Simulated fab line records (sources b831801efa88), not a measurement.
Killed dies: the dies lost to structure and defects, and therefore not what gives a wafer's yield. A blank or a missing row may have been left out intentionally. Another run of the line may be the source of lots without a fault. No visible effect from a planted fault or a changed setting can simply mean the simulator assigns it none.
Matching of chambers ; flow sky130 ; 4 sister chambers for SKY_LI_CONTACT_CMP_24 on cmp-01
The step polishes, stops on PSG, t overpolish 20 s, target thk 0 nm. 4 wafers are shown with their chamber, then 7 later ones without.

== WAFERS PAIRED WITH THEIR CHAMBERS ==
wafer;chamber;motorCurrentA (A)
L913.6;1;11.1
L916.3;2;13.8
L916.6;3;10.2
L917.5;0;11.7

== WAFERS MISSING THEIR CHAMBER ==
wafer;motorCurrentA (A)
L917.6;11.5
L924.1;10.2
L924.5;11.6
L924.6;10.1
L925.1;11.2
L925.4;11.1
L925.5;12.7

== WHICH CHAMBER EACH WENT THROUGH ==
wafer;from the rows above;in truth
L917.6;can't be placed: 0 or 1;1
L924.1;3;3
L924.5;can't be placed: 0 or 1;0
L924.6;3;3
L925.1;can't be placed: 1 or 0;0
L925.4;can't be placed: 1 or 0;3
L925.5;can't be placed: 0 or 2 or 1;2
Placed correctly: 2 of 7. Cannot be placed on the basis of these rows: 5; the candidates contain the true chamber in 4. Placed wrongly: 0.
How it was worked out, from the rows above alone: a wafer's distance from a chamber is the root of the sum, over the readings, of the square of ((its reading less the chamber's mean) divided by the reading's scatter). The wafer belongs to the nearest chamber; if the next one is less than 2 further off, it can't be placed. A chamber's mean is the mean of its shown wafers. The scatter: root of mean squared gap, hidden wafer to nearest shown wafer, with one shown wafer a chamber.
